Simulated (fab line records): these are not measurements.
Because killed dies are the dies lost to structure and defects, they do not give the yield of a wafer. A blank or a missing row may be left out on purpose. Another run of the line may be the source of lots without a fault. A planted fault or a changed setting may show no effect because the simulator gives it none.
fab line records	flow gf180mcu
[record] lots = 5	wafers = 15	last-day = 34
route steps=602 shown HV_LDD@217 NSD@235
lots that met no fault: from a run of the same line without faults
start-h: start of the lot's first displayed wafer, in hours after the record's first day	wait-h: hours since the lot's step before	" the same as in the row above	L1.1+2: several wafers, shown together as one row	- no value, or no start given	* or withheld: withheld	< > ~ a bound
route shown NAME@n: names a module that has steps shown in the file, with the first one's number in the route	usual: mean and standard deviation over wafers with no fault	same: alike in all rows	chamber/n: place in a boat	sites: per-site readings	_std_site: standard deviation across them	_edge_site: the outer-site mean with the inner-site mean subtracted	radius-mm: for every site, how far away it sits from the centre of the wafer	mask NAME#n: copy n	behind: tool/chamber where the wafer was last shaped	hold: the reason the lot was held/the length of the hold in hours/how it ended	device: the n, p or np transistor that did not switch	end of line: the tests these same wafers got at the end of their route	a step with no rows: only its recipe	killed: count of dies lost to structure and defects at first sort (not the wafer's yield)	map: the dies of a wafer, with x for killed, . for not killed, _ for no die there
set.NAME: the setting the step ran with; set.NAME@STEP: the setting that earlier step ran with	model.NAME: the simulator's own value behind a step, which no gauge read
lots at selected steps of the route; one table per step, one row per wafer
services: when a tool's chamber went out of use (start-h, in hours from the record's first day, below 0 if earlier), for how many hours, and the reason
[[steps]]
[step GF_HV_LDD_COAT_41]
[recipe] resist = NOVOLAK	spin-rpm = 3000	resist-thk-nm = 1000
lot.wafer	tool	chamber	start-h	wait-h
L075.1+3+6	litho-track-02	0	275.11	0.1
L079.2+5+6	litho-track-02	0	297.88	0.1
L085.1+3+5	litho-track-01	0	347.85	0.1
L089.2+5+6	litho-track-01	0	377.97	0.1
L097.2+3+4	litho-track-01	0	452.72	0.1
[step GF_HV_LDD_SOFTBAKE_42]
[recipe] temp-c = 90	time-s = 60	resist = NOVOLAK
lot.wafer	tool	chamber	start-h	wait-h
L075.1+3+6	litho-track-02	0	275.26	0.1
L079.2+5+6	litho-track-02	0	298.03	0.1
L085.1+3+5	litho-track-01	0	348.00	0.1
L089.2+5+6	litho-track-01	0	378.12	0.1
L097.2+3+4	litho-track-01	0	452.87	0.1
[step GF_HV_LDD_EXPOSE_43]
[recipe] mask-id = Pplus_HV_AREA	target-cd-nm = 400	na = 0.6	source-shape = conventional	sigma-outer = 0.6	dose-mj = 140
lot.wafer	tool	chamber	start-h	wait-h	mask
L075.1+3+6	iline-stepper-02	0	-	-	Pplus_HV_AREA#0
L079.2+5+6	iline-stepper-01	0	-	-	Pplus_HV_AREA#0
L085.1+3+5	iline-stepper-02	0	-	-	Pplus_HV_AREA#0
L089.2+5+6	iline-stepper-01	0	-	-	Pplus_HV_AREA#0
L097.2+3+4	iline-stepper-02	0	-	-	Pplus_HV_AREA#0
[step GF_HV_LDD_PEB_44]
[recipe] temp-c = withheld	time-s = *	resist = NOVOLAK
lot.wafer	tool	chamber	start-h	wait-h
L075.1+3+6	litho-track-01	0	-	-
L079.2+5+6	litho-track-04	0	-	-
L085.1+3+5	litho-track-01	0	-	-
L089.2+5+6	litho-track-02	0	-	-
L097.2+3+4	litho-track-04	0	-	-
[step GF_HV_LDD_DEVELOP_45]
[recipe] develop-time-s = 60	dev-temp-c = 23
[usual] developer-temp-C = 23.00/0.1
lot.wafer	tool	chamber	start-h	wait-h	developer-temp-C
L075.1	litho-track-01	0	285.05	0.1	23.18
L075.3	"	0	"	"	22.96
L075.6	"	0	"	"	22.95
L079.2	litho-track-04	0	308.36	0.1	23.13
L079.5	"	0	"	"	23.05
L079.6	"	0	"	"	23.07
L085.1	litho-track-01	0	359.05	0.1	22.98
L085.3	"	0	"	"	23.04
L085.5	"	0	"	"	23.00
L089.2	litho-track-02	0	389.18	0.1	22.98
L089.5	"	0	"	"	23.04
L089.6	"	0	"	"	23.15
L097.2	litho-track-04	0	464.45	0.1	22.92
L097.3	"	0	"	"	23.06
L097.4	"	0	"	"	22.88
[step GF_HV_LDD_CD_MEAS_46]
[recipe] target-cd-nm = 400
[usual] cd-nm = 399.8/2.1
lot.wafer	tool	chamber	start-h	wait-h	cd-nm
L075.1	cd-sem-02	-	285.20	0.1	399.5
L075.3	"	-	"	"	399.4
L075.6	"	-	"	"	399.5
L079.2	cd-sem-02	-	308.50	0.1	399.7
L079.5	"	-	"	"	399.5
L079.6	"	-	"	"	400.3
L085.1	cd-sem-01	-	359.20	0.1	400.6
L085.3	"	-	"	"	404.2
L085.5	"	-	"	"	400.4
L089.2	cd-sem-01	-	389.33	0.1	402.6
L089.5	"	-	"	"	402.6
L089.6	"	-	"	"	402.7
L097.2	cd-sem-02	-	464.60	0.1	400.0
L097.3	"	-	"	"	398.0
L097.4	"	-	"	"	400.8
[step GF_HV_LDD_OVL_MEAS_47]
[usual] HV_LDD_03_OVL = 0.2/1.4
lot.wafer	tool	chamber	start-h	wait-h	HV_LDD_03_OVL[nm]
L075.1	overlay-02	-	285.32	0.1	2.3
L075.3	"	-	"	"	-0.8
L075.6	"	-	"	"	0.5
L079.2	overlay-01	-	308.61	0.1	-0.7
L079.5	"	-	"	"	0.9
L079.6	"	-	"	"	1.5
L085.1	overlay-02	-	359.32	0.1	1.2
L085.3	"	-	"	"	2.2
L085.5	"	-	"	"	1.9
L089.2	overlay-01	-	389.43	0.1	-1.4
L089.5	"	-	"	"	1.1
L089.6	"	-	"	"	-1.6
L097.2	overlay-02	-	464.70	0.1	1.8
L097.3	"	-	"	"	2.6
L097.4	"	-	"	"	1.5
[step GF_HV_LDD_IMPLANT_48]
[recipe] species = B	energy-kev = 25	dose-cm2 = 3e+13	tilt-deg = 7
[usual] beam-on-s = 10.00/0.21
lot.wafer	tool	chamber	start-h	wait-h	beam-on-s
L075.1	implanter-02	0	285.36	0.0	9.99
L075.3	"	0	"	"	9.77
L075.6	"	0	"	"	10.03
L079.2	implanter-01	0	308.66	0.0	9.82
L079.5	"	0	"	"	10.08
L079.6	"	0	"	"	9.70
L085.1	implanter-04	0	359.35	0.0	10.16
L085.3	"	0	"	"	10.09
L085.5	"	0	"	"	10.22
L089.2	implanter-04	0	389.49	0.0	10.20
L089.5	"	0	"	"	9.83
L089.6	"	0	"	"	10.08
L097.2	implanter-01	0	464.76	0.0	9.76
L097.3	"	0	"	"	10.13
L097.4	"	0	"	"	10.00
[step GF_HV_LDD_STRIP_49]
[recipe] chemistry = O2/N2	power-w = 1400	pressure-mtorr = 1500	platen-temp-c = 250	o2-flow-sccm = 3000	n2-flow-sccm = 300	overash-fraction = 0.5
[usual] drypump-motor-current-A = 5.6/0.56	heater-power-w = 320/39	oes-product-au = 0.716/0.0045	strip-time-to-endpoint-s = 12.62/0.032
lot.wafer	tool	chamber	start-h	wait-h	drypump-motor-current-A	heater-power-w	oes-product-au	rf-hours-counter-h	strip-time-to-endpoint-s
L075.1	plasma-asher-04	0	285.51	0.1	5.3	371	0.712	66	12.66
L075.3	"	0	"	"	5.3	360	0.709	-	12.65
L075.6	"	0	"	"	5.3	367	0.713	-	12.66
L079.2	plasma-asher-04	0	308.79	0.1	5.3	366	0.704	68	12.64
L079.5	"	1	"	"	6.3	281	0.716	-	12.61
L079.6	"	0	"	"	5.3	364	0.717	-	12.65
L085.1	plasma-asher-04	0	359.50	0.1	5.3	377	0.717	73	12.61
L085.3	"	1	"	"	6.3	284	0.712	-	12.59
L085.5	"	1	"	"	6.3	280	0.721	-	12.60
L089.2	plasma-asher-03	1	389.61	0.1	5.3	333	0.710	60	12.60
L089.5	"	1	"	"	5.3	329	0.718	-	12.62
L089.6	"	0	"	"	4.8	282	0.719	-	12.66
L097.2	plasma-asher-01	0	464.88	0.1	5.6	357	0.722	3	12.65
L097.3	"	0	"	"	5.6	354	0.713	-	12.61
L097.4	"	1	"	"	5.7	372	0.718	-	12.67
[step GF_HV_LDD_TW_MEAS_50]
[usual] HV_LDD_4_TW = 570.4/2.8
lot.wafer	tool	chamber	start-h	wait-h	HV_LDD_4_TW
L075.1	film-metro-03	-	285.61	0.1	571.6
L075.3	"	-	"	"	572.0
L075.6	"	-	"	"	572.2
L079.2	film-metro-04	-	308.90	0.1	572.0
L079.5	"	-	"	"	575.7
L079.6	"	-	"	"	573.1
L085.1	film-metro-01	-	359.60	0.1	570.5
L085.3	"	-	"	"	570.8
L085.5	"	-	"	"	571.5
L089.2	film-metro-01	-	389.72	0.1	571.7
L089.5	"	-	"	"	572.5
L089.6	"	-	"	"	573.2
L097.2	film-metro-04	-	464.99	0.1	568.8
L097.3	"	-	"	"	566.6
L097.4	"	-	"	"	569.0
[step GF_HV_LDD_CLEAN_51]
[recipe] chemistry = SC1/SC2	mix = 1:4:20	temp-c = 70	time-s = 150	dry = n2-spin
lot.wafer	tool	chamber	start-h	wait-h
L075.1+3+6	wet-bench-02	2	285.67	0.1
L079.2+5+6	wet-bench-03	2	308.95	0.0
L085.1+3+5	wet-bench-03	2	359.66	0.1
L089.2+5+6	wet-bench-04	3	389.77	0.0
L097.2+3+4	wet-bench-04	1	465.04	0.0
[step GF_HV_LDD_RTA_52]
[recipe] temp-c = 1000	time-s = 10	ambient = N2
[usual] lamp-power-pct = 26.8/2	wafer_temp_C_max = 1004.1/0.9
lot.wafer	tool	chamber	start-h	wait-h	lamp-power-pct	wafer_temp_C_max
L075.1	rtp-anneal-01	0	285.72	0.0	25.0	1002.8
L075.3	"	0	"	"	25.0	1005.7
L075.6	"	0	"	"	25.0	1003.8
L079.2	rtp-anneal-01	0	309.01	0.0	25.0	1003.0
L079.5	"	0	"	"	25.0	1004.5
L079.6	"	0	"	"	25.0	1005.7
L085.1	rtp-anneal-01	0	359.71	0.0	25.0	1005.4
L085.3	"	0	"	"	25.0	1004.3
L085.5	"	0	"	"	25.0	1003.5
L089.2	rtp-anneal-01	0	389.84	0.0	25.0	1003.2
L089.5	"	0	"	"	25.0	1004.8
L089.6	"	0	"	"	25.1	1003.9
L097.2	rtp-anneal-02	0	465.10	0.0	29.0	1002.6
L097.3	"	0	"	"	28.9	1004.5
L097.4	"	0	"	"	28.9	1004.7
[step GF_HV_LDD_RS_MEAS_53]
[recipe] thk-meas-gauge = four-point-probe
[usual] HV_LDD_RS = 418.5/1.1
lot.wafer	tool	chamber	start-h	wait-h	HV_LDD_RS[ohm/sq]
L075.1	film-metro-04	-	285.78	0.1	419.1
L075.3	"	-	"	"	420.3
L075.6	"	-	"	"	418.5
L079.2	film-metro-04	-	309.09	0.1	419.7
L079.5	"	-	"	"	419.8
L079.6	"	-	"	"	421.4
L085.1	film-metro-03	-	359.78	0.1	417.9
L085.3	"	-	"	"	417.9
L085.5	"	-	"	"	418.0
L089.2	film-metro-03	-	389.91	0.1	418.9
L089.5	"	-	"	"	418.7
L089.6	"	-	"	"	419.6
L097.2	film-metro-04	-	465.18	0.1	419.0
L097.3	"	-	"	"	418.7
L097.4	"	-	"	"	418.4
[step GF_HV_LDD_CVD_54]
[recipe] material = SiO2	target-thk-nm = 10	precursor = TEOS	temp-c = 680	time-s = 75	pressure-mtorr = 400
[usual] spike-tc-centre-C = 680.6/1.1
lot.wafer	tool	chamber	start-h	wait-h	spike-tc-centre-C
L075.1	lpcvd-01	0	285.90	0.1	679.9
L075.3	"	0	"	"	680.6
L075.6	"	0	"	"	681.0
L079.2	lpcvd-01	1	309.19	0.1	678.3
L079.5	"	1	"	"	679.5
L079.6	"	1	"	"	681.9
L085.1	lpcvd-01	0	359.90	0.1	681.6
L085.3	"	0	"	"	679.5
L085.5	"	0	"	"	681.2
L089.2	lpcvd-02	1	390.01	0.1	679.0
L089.5	"	1	"	"	680.3
L089.6	"	1	"	"	681.0
L097.2	lpcvd-01	1	465.28	0.1	681.2
L097.3	"	1	"	"	681.9
L097.4	"	1	"	"	681.5
[step GF_HV_LDD_THK_MEAS_55]
[recipe] reads = SiO2_of_HV_LDD_CVD_54
[usual] HV_LDD_CVD_54_THK = 10.01/0.13
lot.wafer	tool	chamber	start-h	wait-h	HV_LDD_CVD_54_THK[nm]
L075.1	film-metro-03	-	286.92	0.0	10.22
L075.3	"	-	"	"	10.00
L075.6	"	-	"	"	10.05
L079.2	film-metro-01	-	310.22	0.0	10.06
L079.5	"	-	"	"	10.03
L079.6	"	-	"	"	9.92
L085.1	film-metro-03	-	360.92	0.0	9.89
L085.3	"	-	"	"	10.10
L085.5	"	-	"	"	10.02
L089.2	film-metro-01	-	391.04	0.0	9.93
L089.5	"	-	"	"	10.01
L089.6	"	-	"	"	9.91
L097.2	film-metro-01	-	466.31	0.0	9.89
L097.3	"	-	"	"	9.88
L097.4	"	-	"	"	9.93
[step GF_HV_LDD_CVD_56]
[recipe] material = Si3N4	precursor = DCS/NH3	target-thk-nm = 90	temp-c = 770	time-s = 1543	pressure-mtorr = 250
[usual] spike-tc-centre-C = 770.7/1.1
lot.wafer	tool	chamber	start-h	wait-h	spike-tc-centre-C
L075.1	lpcvd-02	1	287.15	0.2	772.2
L075.3	"	1	"	"	770.4
L075.6	"	1	"	"	772.3
L079.2	lpcvd-02	1	310.27	0.0	769.3
L079.5	"	1	"	"	769.4
L079.6	"	1	"	"	772.0
L085.1	lpcvd-01	0	360.98	0.1	770.6
L085.3	"	0	"	"	770.3
L085.5	"	0	"	"	771.3
L089.2	lpcvd-01	1	391.09	0.0	771.8
L089.5	"	1	"	"	771.7
L089.6	"	1	"	"	770.3
L097.2	lpcvd-02	1	466.36	0.0	769.7
L097.3	"	1	"	"	770.2
L097.4	"	1	"	"	769.7
[step GF_HV_LDD_THK_MEAS_57]
[recipe] reads = Si3N4_of_HV_LDD_CVD_56
[usual] HV_LDD_CVD_56_THK = 90.0/0.96
lot.wafer	tool	chamber	start-h	wait-h	HV_LDD_CVD_56_THK[nm]
L075.1	film-metro-03	-	288.58	0.0	89.8
L075.3	"	-	"	"	89.0
L075.6	"	-	"	"	89.1
L079.2	film-metro-04	-	311.71	0.0	91.2
L079.5	"	-	"	"	90.4
L079.6	"	-	"	"	90.6
L085.1	film-metro-04	-	362.41	0.0	89.0
L085.3	"	-	"	"	89.4
L085.5	"	-	"	"	89.2
L089.2	film-metro-01	-	392.53	0.0	90.7
L089.5	"	-	"	"	90.6
L089.6	"	-	"	"	91.3
L097.2	film-metro-01	-	467.80	0.0	89.3
L097.3	"	-	"	"	89.3
L097.4	"	-	"	"	89.7
[step GF_HV_LDD_ETCHBACK_58]
[recipe] chemistry = CH3F/O2	target = Si3N4	stop-on = SiO2	source-w = 400	bias-w = 80	pressure-mtorr = 25	ch3f-flow-sccm = 40	O2_flow_sccm = 30	time-s = 100	target-depth-a = 900
[usual] O2_flow_sccm = 29.99/0.087	ch3f-flow-sccm = 40.01/0.11	drypump-motor-current-A = 5.5/0.47	oes-product-au = 0.843/0.0069	throttle-valve-pct = 10.561/0.0096
lot.wafer	tool	chamber	start-h	wait-h	O2_flow_sccm	ch3f-flow-sccm	drypump-motor-current-A	oes-product-au	rf-hours-counter-h	throttle-valve-pct
L075.1	rie-diel-03	1	288.64	0.1	30.01	40.17	5.4	0.843	3	10.551
L075.3	"	2	"	"	30.09	40.20	4.6	0.833	84	10.569
L075.6	"	3	"	"	29.91	39.99	5.5	0.843	-	10.562
L079.2	rie-diel-03	1	311.76	0.0	30.02	39.81	5.4	0.853	4	10.554
L079.5	"	2	"	"	29.98	40.03	4.6	0.851	-	10.554
L079.6	"	1	"	"	29.96	40.02	5.4	0.843	-	10.567
L085.1	rie-diel-04	1	362.47	0.1	29.98	39.99	5.3	0.842	18	10.558
L085.3	"	3	"	"	30.03	40.00	5.5	0.841	66	10.574
L085.5	"	2	"	"	30.13	39.98	5.8	0.847	-	10.564
L089.2	rie-diel-02	1	392.58	0.0	30.05	40.10	5.9	0.851	20	10.552
L089.5	"	1	"	"	29.94	40.12	5.9	0.843	-	10.570
L089.6	"	0	"	"	30.03	40.04	5.6	0.848	-	10.545
L097.2	rie-diel-02	0	467.85	0.0	29.96	39.84	5.7	0.842	17	10.547
L097.3	"	1	"	"	30.02	39.77	5.9	0.845	22	10.573
L097.4	"	2	"	"	29.94	40.08	5.7	0.838	4	10.555
[step GF_NSD_DEHYDRATE_00]
[recipe] temp-c = 200	time-s = 60
lot.wafer	tool	chamber	start-h	wait-h
L075.1+3+6	litho-track-01	0	298.25	9.6
L079.2+5+6	litho-track-01	0	320.92	9.1
L085.1+3+5	litho-track-03	0	373.39	10.9
L089.2+5+6	litho-track-03	0	403.57	11.0
L097.2+3+4	litho-track-03	0	479.07	11.2
[step GF_NSD_HMDS_01]
[recipe] prime-time-s = 60	prime-temp-c = 120
lot.wafer	tool	chamber	start-h	wait-h
L075.1+3+6	litho-track-01	0	298.40	0.1
L079.2+5+6	litho-track-01	0	321.07	0.1
L085.1+3+5	litho-track-03	0	373.54	0.1
L089.2+5+6	litho-track-03	0	403.72	0.1
L097.2+3+4	litho-track-03	0	479.22	0.1
[step GF_NSD_COAT_02]
[recipe] resist = NOVOLAK	spin-rpm = 3000	resist-thk-nm = 1000
lot.wafer	tool	chamber	start-h	wait-h
L075.1+3+6	litho-track-01	0	298.55	0.1
L079.2+5+6	litho-track-01	0	321.22	0.1
L085.1+3+5	litho-track-03	0	373.69	0.1
L089.2+5+6	litho-track-03	0	403.87	0.1
L097.2+3+4	litho-track-03	0	479.37	0.1
[step GF_NSD_SOFTBAKE_03]
[recipe] temp-c = 90	time-s = 60	resist = NOVOLAK
lot.wafer	tool	chamber	start-h	wait-h
L075.1+3+6	litho-track-01	0	298.70	0.1
L079.2+5+6	litho-track-01	0	321.37	0.1
L085.1+3+5	litho-track-03	0	373.84	0.1
L089.2+5+6	litho-track-03	0	404.02	0.1
L097.2+3+4	litho-track-03	0	479.52	0.1
[step GF_NSD_EXPOSE_04]
[recipe] mask-id = Nplus	target-cd-nm = 400	na = 0.6	source-shape = conventional	sigma-outer = 0.6	dose-mj = 140
lot.wafer	tool	chamber	start-h	wait-h	mask
L075.1+3+6	iline-stepper-01	0	-	-	Nplus#0
L079.2+5+6	iline-stepper-02	0	-	-	Nplus#0
L085.1+3+5	iline-stepper-02	0	-	-	Nplus#0
L089.2+5+6	iline-stepper-01	0	-	-	Nplus#0
L097.2+3+4	iline-stepper-02	0	-	-	Nplus#0
[step GF_NSD_PEB_05]
[recipe] temp-c = withheld	time-s = *	resist = NOVOLAK
lot.wafer	tool	chamber	start-h	wait-h
L075.1+3+6	litho-track-01	0	-	-
L079.2+5+6	litho-track-02	0	-	-
L085.1+3+5	litho-track-03	0	-	-
L089.2+5+6	litho-track-01	0	-	-
L097.2+3+4	litho-track-03	0	-	-
[step GF_NSD_DEVELOP_06]
[recipe] develop-time-s = 60	dev-temp-c = 23
[usual] developer-temp-C = 23.00/0.12
lot.wafer	tool	chamber	start-h	wait-h	developer-temp-C
L075.1	litho-track-01	0	309.25	0.1	23.25
L075.3	"	0	"	"	23.09
L075.6	"	0	"	"	23.02
L079.2	litho-track-02	0	331.53	0.1	23.13
L079.5	"	0	"	"	23.03
L079.6	"	0	"	"	23.13
L085.1	litho-track-03	0	385.14	0.1	23.12
L085.3	"	0	"	"	23.03
L085.5	"	0	"	"	23.08
L089.2	litho-track-01	0	415.07	0.1	23.15
L089.5	"	0	"	"	22.77
L089.6	"	0	"	"	22.80
L097.2	litho-track-03	0	491.02	0.1	23.24
L097.3	"	0	"	"	23.06
L097.4	"	0	"	"	23.02
[step GF_NSD_CD_MEAS_07]
[recipe] target-cd-nm = 400
[usual] cd-nm = 400.0/2.5
lot.wafer	tool	chamber	start-h	wait-h	cd-nm
L075.1	cd-sem-01	-	309.40	0.1	404.9
L075.3	"	-	"	"	405.4
L075.6	"	-	"	"	402.8
L079.2	cd-sem-02	-	331.68	0.1	399.0
L079.5	"	-	"	"	400.6
L079.6	"	-	"	"	399.0
L085.1	cd-sem-01	-	385.29	0.1	397.6
L085.3	"	-	"	"	397.8
L085.5	"	-	"	"	398.7
L089.2	cd-sem-01	-	415.22	0.1	398.0
L089.5	"	-	"	"	398.6
L089.6	"	-	"	"	398.1
L097.2	cd-sem-01	-	491.16	0.1	398.3
L097.3	"	-	"	"	398.4
L097.4	"	-	"	"	398.0
[[services]]
tool	chamber	start-h	hours	kind
lpcvd-01	-	257.61	0.9	repair
rie-diel-03	3	258.11	7.7	repair
implanter-04	-	273.27	18.4	repair
rie-diel-04	1	276.16	1.2	repair
wet-bench-04	-	277.47	43.7	pm
rie-diel-02	1	287.63	14.6	repair
iline-stepper-01	-	291.03	1.7	pm
implanter-04	-	291.68	4.9	pm
rie-diel-03	-	296.46	0.6	repair
iline-stepper-01	-	299.41	1.0	repair
iline-stepper-02	-	316.94	1.7	pm
lpcvd-02	-	319.68	1.4	repair
plasma-asher-04	-	328.00	2.8	pm
rie-diel-02	0	341.13	7.4	repair
rie-diel-02	1	343.16	18.8	repair
lpcvd-02	-	354.15	2.8	pm
rie-diel-02	3	361.30	11.6	repair
iline-stepper-02	-	362.77	6.7	repair
rie-diel-03	-	373.50	2.8	pm
iline-stepper-01	-	387.73	8.9	pm
implanter-01	-	444.84	3.6	repair
iline-stepper-01	-	446.99	8.4	repair
rie-diel-02	2	478.02	4.4	repair
rie-diel-03	3	480.72	10.4	repair
[[key]]
fault none
